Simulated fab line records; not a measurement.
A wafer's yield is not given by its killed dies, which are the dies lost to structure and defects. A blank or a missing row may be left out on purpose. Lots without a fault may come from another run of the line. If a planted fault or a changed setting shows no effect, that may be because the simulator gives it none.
Commonality check across tools -- flow gf180mcu -- 12 lots and 36 wafers in the sample

== WHY THIS WAS OPENED ==
2 of 12 lots carry a flag on the reading MVPSD_TW at GF_MVPSD_TW_MEAS_11. Fault-free wafers read 556, with a standard deviation of 3.1.
Rule: flag the lot when none of its wafers has a number, or when each of its wafers that has one lies beyond 4 standard deviations from that mean. All remaining lots are regarded as sound.

lot,measured,on,"MVPSD_TW, wafer by wafer",flag
L591,day 5 07:31,film-metro-02,552 554 554,
L593,day 5 13:44,film-metro-04,558 554 554,
L594,day 5 19:25,film-metro-04,559 555 555,
L597,day 6 20:22,film-metro-02,555 555 556,
L598,day 6 22:05,film-metro-04,550 551 552,
L602,day 7 21:28,film-metro-02,610 609 612,FLAGGED
L604,day 8 06:46,film-metro-04,613 609 612,FLAGGED
L605,day 8 12:29,film-metro-01,561 561 562,
L608,day 9 09:49,film-metro-01,556 559 555,
L609,day 9 10:14,film-metro-02,556 551 552,
L612,day 10 08:55,film-metro-04,557 557 556,
L613,day 10 13:36,film-metro-01,556 561 553,
On average the flagged lots' numbers are 611, which is +55 against the usual, or +18 standard deviations.

== TOOL THAT RAN EACH LOT ==
The record holds 1 process step before the reading, out of a route of 602 steps. Each cell gives the tool, then ch followed by the chambers the sampled wafers passed through, then the start.
lot,flag,GF_MVPSD_IMPLANT_08
L591,,"implanter-01 ch 0, day 5 07:08"
L593,,"implanter-04 ch 0, day 5 13:20"
L594,,"implanter-04 ch 0, day 5 19:01"
L597,,"implanter-02 ch 0, day 6 19:59"
L598,,"implanter-04 ch 0, day 6 21:41"
L602,FLAGGED,"implanter-04 ch 0, day 7 21:05"
L604,FLAGGED,"implanter-04 ch 0, day 8 06:22"
L605,,"implanter-02 ch 0, day 8 12:07"
L608,,"implanter-01 ch 0, day 9 09:25"
L609,,"implanter-02 ch 0, day 9 09:52"
L612,,"implanter-02 ch 0, day 10 08:31"
L613,,"implanter-02 ch 0, day 10 13:12"
These steps, and what they do:
- GF_MVPSD_IMPLANT_08
- GF_MVPSD_TW_MEAS_11

== FLAGGED OVER TOTAL, TOOL BY TOOL (the gauges that took the reading come last) ==
step,tool,lots run,flagged,share of the flagged lots,sound lots run after its first flagged lot
GF_MVPSD_IMPLANT_08,implanter-01,2,0,none,-
GF_MVPSD_IMPLANT_08,implanter-02,5,0,none,-
GF_MVPSD_IMPLANT_08,implanter-04,5,2,all,0
GF_MVPSD_TW_MEAS_11,film-metro-01,3,0,none,-
GF_MVPSD_TW_MEAS_11,film-metro-02,4,1,some,1 (L609)
GF_MVPSD_TW_MEAS_11,film-metro-04,5,1,some,1 (L612)

== WHAT THE TABLE ALLOWS ==
In the table, 1 row covers all flagged lots: implanter-04 at GF_MVPSD_IMPLANT_08.
- implanter-04 at GF_MVPSD_IMPLANT_08 ran 5 lots, 2 of them flagged. A fault beginning between L598 (day 6 21:41), its last sound lot, and L602 (day 7 21:05), its first flagged one, fits the data. Its own readings lie more than 4 standard deviations out on every wafer of the flagged lots: tilt-deg.
What remains is a single tool, implanter-04 at GF_MVPSD_IMPLANT_08.

== WHAT WAS PUT IN BY THE SIMULATOR ==
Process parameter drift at GF_MVPSD_IMPLANT_08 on implanter-04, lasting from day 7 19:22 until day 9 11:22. Setting tilt-deg, moved by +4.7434, from 0. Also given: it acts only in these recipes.
Struck lots among those shown: L602, L604. Same finding as the rule above.
